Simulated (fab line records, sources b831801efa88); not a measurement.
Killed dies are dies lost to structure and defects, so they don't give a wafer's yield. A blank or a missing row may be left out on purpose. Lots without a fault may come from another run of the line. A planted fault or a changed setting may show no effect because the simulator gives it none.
Chamber matching | flow sky130 | SKY_FIELD_ISO_CMP_27 on cmp-02: 4 sister chambers
The step polishes, stops on Si3N4, t overpolish 16 s, target thk 457.8 nm. 8 wafers are shown with their chamber, then 12 later ones without.

WAFERS WITH THEIR CHAMBER
wafer  | chamber | motor_current_A (A) | time_to_endpoint_s (s)
L084.1 | 0       | 11.3                | 108
L084.2 | 3       | 14.3                | 118
L084.5 | 0       | 11.3                | 105
L088.2 | 1       | 11.2                | 120
L088.6 | 1       | 11.5                | 117
L091.3 | 2       | 13.3                | 105
L091.4 | 3       | 14.7                | 112
L091.6 | 2       | 14.1                | 107

WAFERS WITHOUT THEIR CHAMBER
wafer  | motor_current_A (A) | time_to_endpoint_s (s)
L092.2 | 13.3                | 110
L092.3 | 14.7                | 113
L092.6 | 15.6                | 111
L095.1 | 11.8                | 116
L095.3 | 14.9                | 110
L095.5 | 14.0                | 103
L096.1 | 14.5                | 113
L096.3 | 10.8                | 105
L096.4 | 13.0                | 105
L097.2 | 13.4                | 110
L097.4 | 15.3                | 113
L097.5 | 10.5                | 106

WHICH CHAMBER EACH WENT THROUGH
wafer  | from the rows above     | in truth
L092.2 | 2                       | 2
L092.3 | 3                       | 3
L092.6 | 3                       | 3
L095.1 | 1                       | 1
L095.3 | can't be placed: 3 or 2 | 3
L095.5 | 2                       | 2
L096.1 | 3                       | 3
L096.3 | 0                       | 0
L096.4 | 2                       | 2
L097.2 | 2                       | 2
L097.4 | 3                       | 3
L097.5 | 0                       | 0
Placed correctly: 11 of 12. Can't be placed from these rows: 1 (the true chamber is among the candidates in 1). Placed wrongly: 0.
How it was worked out, from the rows above alone: a wafer's distance from a chamber is the root of the sum, over the readings, of the square of ((its reading less the chamber's mean) divided by the reading's scatter). The wafer belongs to the nearest chamber; if the next one is less than 2 further off, it can't be placed. A chamber's mean is the mean of its shown wafers. The scatter: the root of (the sum of the squares of (reading less its chamber's mean) over the shown wafers, divided by (wafers less chambers)).
